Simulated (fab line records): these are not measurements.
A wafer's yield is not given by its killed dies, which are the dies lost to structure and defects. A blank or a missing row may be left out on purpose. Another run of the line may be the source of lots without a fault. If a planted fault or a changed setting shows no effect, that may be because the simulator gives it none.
Commonality check across tools | flow gf180mcu | 12 lots, 36 wafers sampled

== WHY THIS WAS OPENED ==
2 of 12 lots carry a flag on the reading V2_CVD_00_THK at GF_V2_THK_MEAS_01. Fault-free wafers read 600 nm, with a standard deviation of 5.8.
Rule: a lot is flagged when every wafer of it that has a number lies more than 4 standard deviations from that mean, or none has a number. All remaining lots are regarded as sound.

lot  | measured     | on            | V2_CVD_00_THK (nm), wafer by wafer | flag
L128 | day 19 15:15 | film-metro-01 | 591 592 593                        |
L129 | day 19 20:39 | film-metro-04 | 599 596 604                        |
L131 | day 21 06:08 | film-metro-01 | 606 603 603                        |
L132 | day 21 16:00 | film-metro-02 | 592 591 597                        |
L133 | day 22 06:37 | film-metro-02 | 599 599 607                        |
L134 | day 22 15:12 | film-metro-01 | 599 595 596                        |
L137 | day 23 14:58 | film-metro-02 | 593 598 598                        |
L143 | day 25 14:51 | film-metro-02 | 592 601 596                        |
L146 | day 26 07:19 | film-metro-04 | 719 726 721                        | FLAGGED
L147 | day 26 15:22 | film-metro-02 | 603 607 602                        |
L148 | day 26 17:25 | film-metro-02 | 720 719 724                        | FLAGGED
L149 | day 26 21:40 | film-metro-01 | 597 608 595                        |
The numbers of the flagged lots are 722 nm on average: +122 nm against the usual, or +21 standard deviations.

== LOT BY LOT: THE TOOL USED ==
The record holds 3 process steps before the reading, out of a route of 602 steps. Every cell lists first the tool, next ch and the chambers used by the sampled wafers, and last the start.
lot  | flag    | GF_V1_CMP_26                  | GF_M2_SPUTTER_04             | GF_V2_CVD_00
L128 |         | cmp-01 ch 0,3, day 18 12:52   | pvd-sputter-01, day 18 13:21 | hdpcvd-02 ch 1,2, day 19 15:11
L129 |         | cmp-02 ch 1,2,3, day 18 18:47 | pvd-sputter-03, day 18 19:16 | hdpcvd-01 ch 0,1,2, day 19 20:35
L131 |         | cmp-02 ch 0,1,2, day 20 04:10 | pvd-sputter-04, day 20 04:36 | hdpcvd-01 ch 0,2, day 21 06:02
L132 |         | cmp-01 ch 0,1,2, day 20 13:45 | pvd-sputter-04, day 20 14:14 | hdpcvd-02 ch 0,1,2, day 21 15:56
L133 |         | cmp-01 ch 0,2,3, day 21 04:46 | pvd-sputter-01, day 21 05:12 | hdpcvd-01 ch 1,2, day 22 06:32
L134 |         | cmp-02 ch 0,3, day 21 14:28   | pvd-sputter-04, day 21 14:54 | hdpcvd-02 ch 0,2, day 22 15:08
L137 |         | cmp-01 ch 0,1,2, day 22 14:14 | pvd-sputter-04, day 22 14:40 | hdpcvd-01 ch 0,1,2, day 23 14:54
L143 |         | cmp-01 ch 0,1,3, day 24 15:17 | pvd-sputter-01, day 24 15:43 | hdpcvd-01 ch 0,2, day 25 14:46
L146 | FLAGGED | cmp-01 ch 2,3, day 25 09:02   | pvd-sputter-01, day 25 09:31 | hdpcvd-01 ch 0,1,2, day 26 07:14
L147 |         | cmp-01 ch 0,1,3, day 25 16:36 | pvd-sputter-04, day 25 16:59 | hdpcvd-02 ch 0,2, day 26 15:17
L148 | FLAGGED | cmp-01 ch 0,1,2, day 25 18:40 | pvd-sputter-04, day 25 19:02 | hdpcvd-01 ch 0,1,2, day 26 17:20
L149 |         | cmp-02 ch 0,3, day 25 22:37   | pvd-sputter-04, day 25 23:06 | hdpcvd-02 ch 0,1,2, day 26 21:34
What these steps do:
- GF_V1_CMP_26: polishes, stops on SiO2, t overpolish 15 s, target thk 0 nm.
- GF_M2_SPUTTER_04: material TiN, target thk 50 nm, time 41.7 s.
- GF_V2_CVD_00: deposits SiO2, target thk 600 nm, time 100 s.
- GF_V2_THK_MEAS_01

== FLAGGED AGAINST TOTAL, ONE TOOL AT A TIME (gauges that did the reading follow at the end) ==
step              | tool           | lots run | flagged | share of the flagged lots | sound lots run after its first flagged lot
GF_V1_CMP_26      | cmp-01         | 8        | 2       | all                       | 1 (L147)
GF_V1_CMP_26      | cmp-02         | 4        | 0       | none                      | -
GF_M2_SPUTTER_04  | pvd-sputter-01 | 4        | 1       | some                      | 0
GF_M2_SPUTTER_04  | pvd-sputter-03 | 1        | 0       | none                      | -
GF_M2_SPUTTER_04  | pvd-sputter-04 | 7        | 1       | some                      | 1 (L149)
GF_V2_CVD_00      | hdpcvd-01      | 7        | 2       | all                       | 0
GF_V2_CVD_00      | hdpcvd-02      | 5        | 0       | none                      | -
GF_V2_THK_MEAS_01 | film-metro-01  | 4        | 0       | none                      | -
GF_V2_THK_MEAS_01 | film-metro-02  | 6        | 1       | some                      | 0
GF_V2_THK_MEAS_01 | film-metro-04  | 2        | 1       | some                      | 0

== WHAT IS ALLOWED BY THE TABLE ==
cmp-01 at GF_V1_CMP_26 and hdpcvd-01 at GF_V2_CVD_00 are the 2 rows of the table that ran each flagged lot.
- cmp-01 at GF_V1_CMP_26: 2 of its 8 lots flagged. Sound lots ran on it after the first flagged one (L147), which a lasting fault on the whole tool wouldn't allow.
- hdpcvd-01 at GF_V2_CVD_00: 2 of its 7 lots flagged. It ran its last sound lot, L143, at day 25 14:46 and its first flagged lot, L146, at day 26 07:14: a fault with its onset between the two fits. Its own readings (sih4-flow-sccm) fall more than 4 standard deviations out on all wafers of the flagged lots.
Left over: one tool, hdpcvd-01 at GF_V2_CVD_00.

== WHAT THE SIMULATOR HAD INSERTED ==
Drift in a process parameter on hdpcvd-01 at GF_V2_CVD_00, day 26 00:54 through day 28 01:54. A move of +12 in setting sih4-flow-sccm, from 60. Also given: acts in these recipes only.
Lots struck among those shown: L146, L148. The rule above found the same.
